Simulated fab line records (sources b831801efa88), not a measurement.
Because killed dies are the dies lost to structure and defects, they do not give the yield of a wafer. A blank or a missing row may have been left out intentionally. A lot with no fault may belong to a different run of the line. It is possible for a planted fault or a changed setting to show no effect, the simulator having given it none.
Matching of chambers || flow gf180mcu || pecvd-02 running GF_V5_CVD_02: 3 sister chambers
The step deposits SiO2 from TEOS, target thk 1450 nm, time 163.28 s. 3 wafers are shown with their chamber, then 8 later ones without.

## EACH WAFER AND ITS CHAMBER
{"wafer": "L085.6", "chamber": 0, "heater power w (W)": 797}
{"wafer": "L090.2", "chamber": 2, "heater power w (W)": 769}
{"wafer": "L092.1", "chamber": 1, "heater power w (W)": 626}

## WAFERS WITHOUT THEIR CHAMBER
{"wafer": "L092.2", "heater power w (W)": 741}
{"wafer": "L092.5", "heater power w (W)": 682}
{"wafer": "L093.1", "heater power w (W)": 645}
{"wafer": "L093.4", "heater power w (W)": 545}
{"wafer": "L093.6", "heater power w (W)": 765}
{"wafer": "L097.2", "heater power w (W)": 755}
{"wafer": "L097.5", "heater power w (W)": 818}
{"wafer": "L097.6", "heater power w (W)": 755}

## CHAMBER TAKEN BY EACH
{"wafer": "L092.2", "from the rows above": "can't be placed: 2 or 0", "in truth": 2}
{"wafer": "L092.5", "from the rows above": "can't be placed: 1 or 2 or 0", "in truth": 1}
{"wafer": "L093.1", "from the rows above": 1, "in truth": 1}
{"wafer": "L093.4", "from the rows above": 1, "in truth": 1}
{"wafer": "L093.6", "from the rows above": "can't be placed: 2 or 0", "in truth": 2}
{"wafer": "L097.2", "from the rows above": "can't be placed: 2 or 0", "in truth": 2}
{"wafer": "L097.5", "from the rows above": "can't be placed: 0 or 2", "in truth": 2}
{"wafer": "L097.6", "from the rows above": "can't be placed: 2 or 0", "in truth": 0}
Placed correctly: 2 of 8. Not placeable from these rows: 6 (in 6, the candidates include the true chamber). Number placed wrongly: 0.
How it was worked out, from the rows above alone: a wafer's distance from a chamber is the root of the sum, over the readings, of the square of ((its reading less the chamber's mean) divided by the reading's scatter). The wafer belongs to the nearest chamber; if the next one is less than 2 further off, it can't be placed. A chamber's mean is the mean of its shown wafers. The scatter (one wafer shown for each chamber): square how far every hidden wafer sits from the nearest shown wafer, average those squares and take the square root.
